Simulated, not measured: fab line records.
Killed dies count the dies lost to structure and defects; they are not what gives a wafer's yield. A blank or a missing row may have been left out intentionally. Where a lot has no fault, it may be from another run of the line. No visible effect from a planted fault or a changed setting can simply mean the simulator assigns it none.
Chamber matching -- flow gf180mcu -- GF_V3_CVD_02 on pecvd-04 has 3 sister chambers
The step deposits SiO2 from TEOS, target thk 850 nm, time 94.851 s. 16 wafers are shown with their chamber, then 8 later ones without.

WAFERS WITH THEIR CHAMBER
wafer,chamber,heater_power_w (W),susceptor_temp_C (C)
L264.1,0,652,399.60
L264.2,2,728,399.76
L264.5,0,717,400.07
L268.2,1,503,399.94
L268.3,0,704,400.63
L268.6,0,575,400.20
L271.1,0,700,399.91
L271.2,1,438,400.18
L271.5,1,460,400.30
L274.2,2,722,400.14
L274.4,2,599,399.81
L274.6,0,563,399.78
L276.2,2,606,399.90
L276.4,1,398,399.95
L276.5,2,657,400.21
L277.1,0,659,399.91

SIGNATURES (means of the wafers above)
reading,chamber 0,chamber 1,chamber 2,scatter within a chamber
heater_power_w,652.86,449.75,662.40,58.2
susceptor_temp_C,400.0143,400.0925,399.9640,0.266
Rule: a wafer's distance from a chamber is the root of the sum, over the readings, of the square of ((its reading less the chamber's mean) divided by the reading's scatter). The wafer belongs to the nearest chamber; if the next one is less than 2 further off, it can't be placed. The scatter is the square root of a quotient: the sum, over the shown wafers, of each reading's squared deviation from its chamber's mean, divided by wafers minus chambers.

WAFERS WHOSE CHAMBER IS MISSING
wafer,heater_power_w (W),susceptor_temp_C (C)
L277.4,406,400.48
L277.6,723,400.26
L278.2,591,400.05
L278.4,641,400.06
L278.6,492,400.17
L280.1,519,400.18
L280.3,409,400.13
L280.6,464,399.96

WHICH CHAMBER EACH ONE RAN IN
wafer,from the rows above,in truth
L277.4,1,1
L277.6,can't be placed: 0 or 2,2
L278.2,can't be placed: 0 or 2 or 1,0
L278.4,can't be placed: 0 or 2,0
L278.6,1,1
L280.1,can't be placed: 1 or 0 or 2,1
L280.3,1,1
L280.6,1,1
Placed correctly: 4 of 8. These rows do not allow placing 4 (true chamber among the candidates in 4). Wrongly placed: 0.
